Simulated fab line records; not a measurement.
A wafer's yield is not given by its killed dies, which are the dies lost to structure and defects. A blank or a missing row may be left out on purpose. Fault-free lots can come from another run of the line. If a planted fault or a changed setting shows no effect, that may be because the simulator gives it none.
fab line records	flow sky130
record lots=6	wafers=18	lastDay=49
route steps=708 shown SD_N@344 SD_P@359 RES_XHIGH@360 PAD_OPEN@708
lots that met no fault: taken from a fault-free run of the same line
startH: hours from the record's opening day to when the first of the lot's shown wafers began	waitH: hours elapsed since this lot's preceding step	" repeats the value in the row above	L1.1+2: a row that stands for several wafers	- value missing, or start not given	* or withheld: withheld	< > ~ a bound
route shown NAME@n: names a module that has steps shown in the file, with the first one's number in the route	usual: average and standard deviation across the fault-free wafers	same: alike in all rows	chamber/n: place in a boat	sites: per-site readings	_std_site: standard deviation of those values	_edge_site: inner sites' mean taken away from outer sites' mean	radiusMm: how far each site lies from the wafer's centre	mask NAME#n: copy n	behind: the most recent tool/chamber to have shaped the wafer	hold: reason for holding the lot/hours on hold/outcome of the hold	device: the transistor (n, p or np) that didn't switch	end of line: tests run on the same wafers once the route is complete	a step given without rows: its recipe and nothing more	killed: the dies lost at the first sort to structure and to defects; this is not the yield of the wafer	map: a wafer's dies, x killed, . not, _ none there
set.NAME: the setting the step ran with; set.NAME@STEP: the setting that earlier step ran with	model.NAME: the simulator's own value behind a step, which no gauge read
lots at some steps of the route; a table a step, a row a wafer
services: from which hour (startH, from the record's first day; less than 0 if before it) a tool's chamber was out of use, for how many hours, and why
## steps
# step SKY_SD_N_COAT_02
# recipe resist=NOVOLAK	spinRpm=3000	resistThkNm=1140
# step SKY_SD_N_SOFTBAKE_03
# recipe tempC=90	timeS=60	resist=NOVOLAK
# step SKY_SD_N_EXPOSE_04
# recipe maskId=NSDM	na=0.6	sourceShape=conventional	sigmaOuter=0.6	polarization=unpolarized	targetCdNm=380	doseMj=141
# step SKY_SD_N_PEB_05
# recipe tempC=withheld	timeS=*	resist=NOVOLAK
# step SKY_SD_N_DEVELOP_06
# recipe resist=NOVOLAK	developer=TMAH	developTimeS=60	devTempC=23
# step SKY_SD_N_CD_MEAS_07
# recipe targetCdNm=380
# usual cdNm=380.2/2.1
lot.wafer	tool	chamber	startH	waitH	cdNm
L518.2	cdSem-01	-	656.81	0.1	381.5
L518.3	"	-	"	"	380.4
L518.5	"	-	"	"	379.9
L520.1	cdSem-01	-	677.89	0.1	382.7
L520.4	"	-	"	"	383.7
L520.6	"	-	"	"	381.7
L528.2	cdSem-01	-	739.32	0.1	379.6
L528.4	"	-	"	"	378.4
L528.6	"	-	"	"	379.2
L530.1	cdSem-02	-	759.08	0.1	382.0
L530.2	"	-	"	"	384.2
L530.3	"	-	"	"	382.9
L531.2	cdSem-01	-	762.92	0.1	377.3
L531.4	"	-	"	"	379.6
L531.5	"	-	"	"	379.1
L537.2	cdSem-02	-	806.80	0.1	381.5
L537.4	"	-	"	"	381.7
L537.6	"	-	"	"	379.4
# step SKY_SD_N_OVL_MEAS_08
# usual SD_N_OVL=0.9/1.1
lot.wafer	tool	chamber	startH	waitH	SD_N_OVL[nm]
L518.2	overlay-02	-	656.92	0.1	0.5
L518.3	"	-	"	"	0.1
L518.5	"	-	"	"	-0.1
L520.1	overlay-01	-	678.01	0.1	0.0
L520.4	"	-	"	"	0.8
L520.6	"	-	"	"	0.1
L528.2	overlay-01	-	739.43	0.1	-0.7
L528.4	"	-	"	"	0.2
L528.6	"	-	"	"	0.6
L530.1	overlay-02	-	759.20	0.1	2.9
L530.2	"	-	"	"	-0.1
L530.3	"	-	"	"	0.6
L531.2	overlay-02	-	763.03	0.1	-1.2
L531.4	"	-	"	"	0.9
L531.5	"	-	"	"	1.2
L537.2	overlay-02	-	806.91	0.1	-0.5
L537.4	"	-	"	"	-0.8
L537.6	"	-	"	"	0.8
# step SKY_SD_N_IMPLANT_09
# recipe species=As	energyKev=50	doseCm2=4e+15	tiltDeg=0
# step SKY_SD_N_IMPLANT_10
# recipe species=P	energyKev=20	doseCm2=1e+14	tiltDeg=0
# step SKY_SD_N_STRIP_11
# recipe chemistry=O2/N2	powerW=1400	pressureMtorr=1500	platenTempC=withheld	o2FlowSccm=3000	n2FlowSccm=300	overashFraction=0.5
# usual drypumpMotorCurrentA=6.13/0.19	o2FlowSccm=2999/10	oesProductAu=0.528/0.0046	stripTimeToEndpointS=22.56/0.043
lot.wafer	tool	chamber	startH	waitH	drypumpMotorCurrentA	o2FlowSccm	oesProductAu	rfHoursCounterH	stripTimeToEndpointS
L518.2	plasmaAsher-02	0	657.25	0.1	6.08	2980	0.524	86	22.53
L518.3	"	0	"	"	6.07	2989	0.523	-	22.60
L518.5	"	0	"	"	6.07	2994	0.524	-	22.57
L520.1	plasmaAsher-02	0	678.35	0.1	6.06	3000	0.534	89	22.59
L520.4	"	0	"	"	6.08	2988	0.532	-	22.61
L520.6	"	1	"	"	6.32	2993	0.529	-	22.58
L528.2	plasmaAsher-02	1	739.76	0.1	6.35	2986	0.526	95	22.48
L528.4	"	0	"	"	6.11	2990	0.527	-	22.47
L528.6	"	0	"	"	6.11	2989	0.529	-	22.56
L530.1	plasmaAsher-03	1	759.54	0.1	6.20	3009	0.526	61	22.61
L530.2	"	0	"	"	5.70	3012	0.527	61	22.58
L530.3	"	0	"	"	5.69	3011	0.537	-	22.63
L531.2	plasmaAsher-02	1	763.36	0.1	6.30	2997	0.522	97	22.56
L531.4	"	1	"	"	6.34	2980	0.522	-	22.55
L531.5	"	0	"	"	6.08	2985	0.528	-	22.54
L537.2	plasmaAsher-02	1	807.24	0.1	6.34	3003	0.523	102	22.47
L537.4	"	0	"	"	6.05	3002	0.521	-	22.50
L537.6	"	1	"	"	6.34	3006	0.526	-	22.47
# step SKY_SD_N_TW_MEAS_12
# usual SD_N_TW=3966/25
lot.wafer	tool	chamber	startH	waitH	SD_N_TW
L518.2	filmMetro-02	-	657.36	0.1	3953
L518.3	"	-	"	"	3977
L518.5	"	-	"	"	3960
L520.1	filmMetro-03	-	678.45	0.1	3983
L520.4	"	-	"	"	4002
L520.6	"	-	"	"	3990
L528.2	filmMetro-02	-	739.87	0.1	3910
L528.4	"	-	"	"	3907
L528.6	"	-	"	"	3921
L530.1	filmMetro-03	-	759.64	0.1	3982
L530.2	"	-	"	"	3977
L530.3	"	-	"	"	3987
L531.2	filmMetro-01	-	763.47	0.1	3975
L531.4	"	-	"	"	3962
L531.5	"	-	"	"	3982
L537.2	filmMetro-02	-	807.35	0.1	3936
L537.4	"	-	"	"	3941
L537.6	"	-	"	"	3945
# step SKY_SD_N_CLEAN_13
# recipe chemistry=SC1/SC2	mix=1:4:20	tempC=70	timeS=150	dry=n2Spin
# step SKY_SD_N_RTA_14
# recipe tempC=1075	timeS=2	idleTempC=650	rampUpCPerS=150	rampDownCPerS=90	ambient=N2
# usual lampPowerPct=15.74/0.053	wafer_temp_C_max=1078.0/1.3
lot.wafer	tool	chamber	startH	waitH	lampPowerPct	wafer_temp_C_max
L518.2	rtpAnneal-02	0	657.47	0.0	15.68	1076.8
L518.3	"	0	"	"	15.77	1076.4
L518.5	"	0	"	"	15.76	1077.8
L520.1	rtpAnneal-02	0	678.56	0.0	15.72	1076.9
L520.4	"	0	"	"	15.67	1077.9
L520.6	"	0	"	"	15.74	1077.0
L528.2	rtpAnneal-02	0	739.98	0.0	15.78	1079.1
L528.4	"	0	"	"	15.74	1078.4
L528.6	"	0	"	"	15.76	1079.3
L530.1	rtpAnneal-02	0	759.75	0.0	15.73	1078.3
L530.2	"	0	"	"	15.76	1076.4
L530.3	"	0	"	"	15.85	1077.5
L531.2	rtpAnneal-01	0	763.58	0.0	15.71	1078.3
L531.4	"	0	"	"	15.70	1078.4
L531.5	"	0	"	"	15.70	1077.7
L537.2	rtpAnneal-01	0	807.50	0.0	15.72	1078.9
L537.4	"	0	"	"	15.82	1077.3
L537.6	"	0	"	"	15.76	1077.8
# step SKY_SD_N_RS_MEAS_16
# recipe thkMeasGauge=four-point-probe
# usual SD_N_RS=68.47/0.1
lot.wafer	tool	chamber	startH	waitH	SD_N_RS[ohm/sq]
L518.2	filmMetro-01	-	657.65	0.1	68.38
L518.3	"	-	"	"	68.44
L518.5	"	-	"	"	68.36
L520.1	filmMetro-02	-	678.73	0.1	68.48
L520.4	"	-	"	"	68.38
L520.6	"	-	"	"	68.32
L528.2	filmMetro-02	-	740.16	0.1	71.16
L528.4	"	-	"	"	71.07
L528.6	"	-	"	"	71.30
L530.1	filmMetro-01	-	759.92	0.1	71.12
L530.2	"	-	"	"	71.14
L530.3	"	-	"	"	71.17
L531.2	filmMetro-03	-	763.76	0.1	68.63
L531.4	"	-	"	"	68.58
L531.5	"	-	"	"	68.65
L537.2	filmMetro-03	-	807.69	0.1	68.32
L537.4	"	-	"	"	68.60
L537.6	"	-	"	"	68.23
# step SKY_SD_N_RS_MEAS_17
# recipe thkMeasGauge=four-point-probe
# usual SD_P_RS=147.0/0.33
lot.wafer	tool	chamber	startH	waitH	SD_P_RS[ohm/sq]
L518.2	filmMetro-01	-	657.77	0.1	147.0
L518.3	"	-	"	"	146.8
L518.5	"	-	"	"	147.0
L520.1	filmMetro-02	-	678.85	0.1	147.1
L520.4	"	-	"	"	146.7
L520.6	"	-	"	"	146.9
L528.2	filmMetro-02	-	740.28	0.1	161.8
L528.4	"	-	"	"	161.9
L528.6	"	-	"	"	162.7
L530.1	filmMetro-01	-	760.04	0.1	161.6
L530.2	"	-	"	"	162.2
L530.3	"	-	"	"	162.2
L531.2	filmMetro-03	-	763.88	0.1	147.3
L531.4	"	-	"	"	147.3
L531.5	"	-	"	"	147.8
L537.2	filmMetro-03	-	807.81	0.1	146.8
L537.4	"	-	"	"	147.5
L537.6	"	-	"	"	146.9
# step SKY_SD_N_RS_MEAS_18
# recipe thkMeasGauge=four-point-probe
# usual RES_XHIGH_RS=332.9/1.2
lot.wafer	tool	chamber	startH	waitH	RES_XHIGH_RS[ohm/sq]
L518.2	filmMetro-01	-	657.89	0.1	331.9
L518.3	"	-	"	"	332.3
L518.5	"	-	"	"	333.5
L520.1	filmMetro-02	-	678.97	0.1	330.5
L520.4	"	-	"	"	331.4
L520.6	"	-	"	"	332.0
L528.2	filmMetro-02	-	740.40	0.1	334.2
L528.4	"	-	"	"	333.2
L528.6	"	-	"	"	332.8
L530.1	filmMetro-01	-	760.16	0.1	333.4
L530.2	"	-	"	"	333.7
L530.3	"	-	"	"	334.6
L531.2	filmMetro-03	-	764.00	0.1	332.2
L531.4	"	-	"	"	332.6
L531.5	"	-	"	"	332.1
L537.2	filmMetro-03	-	807.93	0.1	333.5
L537.4	"	-	"	"	332.6
L537.6	"	-	"	"	333.2
# step SKY_PAD_OPEN_PROBE_99
# usual killed_at_M0_to_M3=43/6.8	killed_at_M4_up=3.3/2.1	killedAtContacts=24/5	killedAtFrontEnd=15/4.4	killedAtOther=0.3/0.57	killedDies=86/9.7	killedOpen=47/7.3	killedShort=39/6.1
# same grossDies=492	killedAtBackSide=0
lot.wafer	tool	chamber	startH	waitH	killed_at_M0_to_M3	killed_at_M4_up	killedAtContacts	killedAtFrontEnd	killedAtOther	killedDies	killedOpen	killedShort	model.etest.resXhighPo.lineOhmUm	model.etest.resXhighPo.rsOhmSqRimLessCentre	model.etest.resXhighPo.rsOhmSqRange	model.etest.resXhighPo.rsOhmSq	model.etest.pfet_01v8.rOnOhmUm	model.etest.tipP.rsOhmSq	model.etest.resPdiff.lineOhmUm	model.etest.tipP.rsOhmSqRimLessCentre
L518.2	prober-01	-	1082.95	0.1	40	2	32	21	0	95	49	45	5945	-35.17	57.91	2106	3068	6982	1333	-72.8
L518.3	prober-01	-	1083.00	0.2	37	4	23	17	2	83	48	32	5833	-45.91	80.59	2065	3087	7002	1390	-137.9
L518.5	prober-01	-	1083.10	0.2	46	2	27	8	0	83	47	36	5911	-49.38	55.49	2035	2989	7011	1394	-111.7
L520.1	prober-01	-	1103.21	0.1	39	10	28	24	2	103	52	47	5426	-65.8	72.28	1916	2839	6795	1352	-133.5
L520.4	prober-01	-	1103.36	0.2	53	7	22	12	1	95	49	45	5758	-55.38	67.14	2008	2807	6816	1369	-61.05
L528.2	prober-01	-	1143.43	0.1	45	7	23	8	0	83	39	42	7164	566	578.5	2514	3127	7024	1467	47.81
L528.4	prober-01	-	1143.53	0.2	48	6	22	8	0	84	40	44	6990	542.7	553.2	2422	3135	7115	1526	46.52
L528.6	prober-01	-	1143.63	0.2	46	6	23	14	0	89	46	43	7255	597.3	611.8	2520	3215	7083	1550	5.921
L530.1	prober-01	-	1154.75	0.1	44	2	30	13	0	89	48	41	6571	564.9	609.7	2330	3221	7075	1515	126.3
L530.2	prober-01	-	1154.80	0.1	29	4	12	16	1	62	33	29	6891	566.6	606.5	2427	3311	7025	1556	1.807
L530.3	prober-01	-	1154.85	0.2	44	6	29	14	0	93	47	45	7022	600.4	634.2	2440	3096	7039	1510	77.89
L531.2	prober-02	-	1157.37	0.1	46	3	29	20	0	98	51	45	5400	-18.75	53.08	1894	2922	7065	1363	-186.8
L531.4	prober-02	-	1157.47	0.2	38	5	34	16	0	93	55	37	5566	-27.33	49.94	1927	2978	7048	1351	-103.5
L531.5	prober-02	-	1157.52	0.2	39	1	29	13	0	82	46	36	5382	-31.87	51.46	1874	2988	7057	1343	-102.8
L537.2	prober-02	-	1186.76	0.1	48	4	25	17	0	94	55	39	5786	-31.75	54.83	1991	2897	6962	1333	-59.68
L537.4	prober-02	-	1186.86	0.2	44	4	31	18	0	97	54	43	5786	-30.12	35.81	2012	2960	6948	1380	-212.5
L537.6	prober-02	-	1186.96	0.2	33	0	15	21	0	69	33	36	5763	-7.427	47.3	1983	2936	6964	1405	-113.9
# killed by level:class
L518.2 CONTACT:geometricParticle:open=11 LI_CONTACT:geometricParticle:open=11 VIA1:geometricParticle:short=8 FIELD_ISO:geometricParticle:open=6 VIA3:geometricParticle:open=6 VIA1:geometricParticle:open=6 METAL2:geometricParticle:short=6 FIELD_ISO:geometricParticle:short=5
L518.3 VIA1:geometricParticle:open=10 LI_CONTACT:geometricParticle:open=9 CONTACT:geometricParticle:open=9 VIA1:geometricParticle:short=7 FIELD_ISO:geometricParticle:open=5 VIA2:geometricParticle:open=5 METAL1:geometricParticle:short=4 FIELD_ISO:geometricParticle:short=3
L518.5 VIA1:geometricParticle:open=13 CONTACT:geometricParticle:open=11 VIA3:geometricParticle:open=6 VIA1:geometricParticle:short=5 VIA2:geometricParticle:open=5 POLY_GATE:geometricParticle:open=4 LI_CONTACT:geometricParticle:short=4 LI_CONTACT:geometricParticle:open=4
L520.1 LI_CONTACT:geometricParticle:open=9 CONTACT:geometricParticle:open=8 METAL4:geometricParticle:short=8 POLY_GATE:geometricParticle:open=6 METAL2:geometricParticle:short=6 VIA3:geometricParticle:open=6 CONTACT:geometricParticle:short=6 METAL1:geometricParticle:short=5
L520.4 VIA1:geometricParticle:open=10 VIA3:geometricParticle:open=9 VIA2:geometricParticle:open=8 CONTACT:geometricParticle:open=8 LI_CONTACT:geometricParticle:open=7 VIA2:geometricParticle:short=7 METAL4:geometricParticle:short=6 VIA1:geometricParticle:short=5
L528.2 LI_CONTACT:geometricParticle:open=9 CONTACT:geometricParticle:short=9 VIA1:geometricParticle:open=8 METAL2:geometricParticle:short=7 VIA1:geometricParticle:short=6 VIA3:geometricParticle:open=6 VIA2:geometricParticle:open=5 METAL1:geometricParticle:short=4
L528.4 CONTACT:geometricParticle:open=9 VIA1:geometricParticle:open=8 VIA2:geometricParticle:open=8 VIA1:geometricParticle:short=7 METAL2:geometricParticle:short=6 LI_CONTACT:geometricParticle:open=5 METAL4:geometricParticle:short=5 CONTACT:geometricParticle:short=4
L528.6 VIA1:geometricParticle:open=9 LI_CONTACT:geometricParticle:open=7 CONTACT:geometricParticle:open=7 FIELD_ISO:geometricParticle:open=6 METAL4:geometricParticle:short=6 VIA1:geometricParticle:short=5 METAL2:geometricParticle:short=5 METAL3:geometricParticle:short=5
L530.1 CONTACT:geometricParticle:open=9 VIA2:geometricParticle:open=8 VIA3:geometricParticle:open=7 VIA1:geometricParticle:open=6 LI_CONTACT:geometricParticle:open=6 LOCAL_INTERCONNECT:geometricParticle:short=6 CONTACT:geometricParticle:short=6 METAL1:geometricParticle:short=5
L530.2 VIA1:geometricParticle:open=8 CONTACT:geometricParticle:open=6 FIELD_ISO:geometricParticle:short=5 VIA2:geometricParticle:open=4 METAL2:geometricParticle:short=4 SPACER:geometricParticle:short=3 LI_CONTACT:geometricParticle:open=3 METAL4:geometricParticle:open=3
L530.3 VIA2:geometricParticle:open=12 CONTACT:geometricParticle:open=9 POLY_GATE:geometricParticle:short=8 CONTACT:geometricParticle:short=7 VIA1:geometricParticle:open=6 LI_CONTACT:geometricParticle:open=5 VIA1:geometricParticle:short=5 METAL2:geometricParticle:short=5
L531.2 CONTACT:geometricParticle:open=11 VIA1:geometricParticle:short=10 VIA1:geometricParticle:open=8 LI_CONTACT:geometricParticle:open=8 VIA2:geometricParticle:open=7 FIELD_ISO:geometricParticle:open=6 CONTACT:geometricParticle:short=5 FIELD_ISO:geometricParticle:short=4
L531.4 LI_CONTACT:geometricParticle:open=11 VIA1:geometricParticle:open=11 CONTACT:geometricParticle:open=10 VIA1:geometricParticle:short=6 VIA3:geometricParticle:open=6 POLY_GATE:geometricParticle:open=5 METAL2:geometricParticle:short=5 VIA2:geometricParticle:open=5
L531.5 VIA1:geometricParticle:open=12 CONTACT:geometricParticle:short=8 LI_CONTACT:geometricParticle:open=6 CONTACT:geometricParticle:open=6 VIA1:geometricParticle:short=6 FIELD_ISO:geometricParticle:short=4 LOCAL_INTERCONNECT:geometricParticle:open=4 VIA2:geometricParticle:open=4
L537.2 VIA3:geometricParticle:open=10 CONTACT:geometricParticle:open=8 VIA1:geometricParticle:open=8 LI_CONTACT:geometricParticle:open=7 METAL2:geometricParticle:short=7 METAL1:geometricParticle:short=7 LOCAL_INTERCONNECT:geometricParticle:short=6 VIA2:geometricParticle:open=5
L537.4 VIA1:geometricParticle:open=14 LI_CONTACT:geometricParticle:open=9 CONTACT:geometricParticle:open=9 POLY_GATE:geometricParticle:open=6 VIA2:geometricParticle:open=6 CONTACT:geometricParticle:short=5 LOCAL_INTERCONNECT:geometricParticle:short=5 METAL1:geometricParticle:short=4
L537.6 VIA1:geometricParticle:open=10 FIELD_ISO:geometricParticle:short=8 CONTACT:geometricParticle:open=7 METAL1:geometricParticle:short=6 METAL3:geometricParticle:short=6 POLY_GATE:geometricParticle:short=4 LI_CONTACT:geometricParticle:open=4 VIA1:geometricParticle:short=4
## services
tool	chamber	startH	hours	kind
plasmaAsher-03	-	643.88	1.2	repair
rtpAnneal-02	-	654.47	0.8	repair
plasmaAsher-03	-	674.02	4.0	pm
## key
firstSign step=SKY_SD_N_RS_MEAS_16	reading=SD_N_RS	direction=up	sigmas=26	usual=68.47	struck=71.16
effect step=SKY_SD_N_RS_MEAS_17	reading=SD_P_RS	direction=up	sigmas=45	usual=147.0	struck=162.1
modelEffect step=SKY_PAD_OPEN_PROBE_99	value=etest.resXhighPo.lineOhmUm	without=5873	struck=6982
metAt SKY_SD_N_RTA_14
struckWafers L528.2,L528.4,L528.6,L530.1,L530.2,L530.3
testerLeftOut L528,L530
onsetBetween 678.56 739.98
fault kind=processParameterDrift	tool=rtpAnneal-02	chamber=-	onsetH=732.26	steps=SKY_SD_N_RTA_14	channel=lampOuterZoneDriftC	offset=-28	shape=step	endH=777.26
# testerLeftOut: of these lots the tester's yield and bins aren't shown, on N5 and GAA mostly nor the transistor test; their killed dies are dies lost to structure and defects alone, not to doping, threshold or leakage, so they don't give the yield
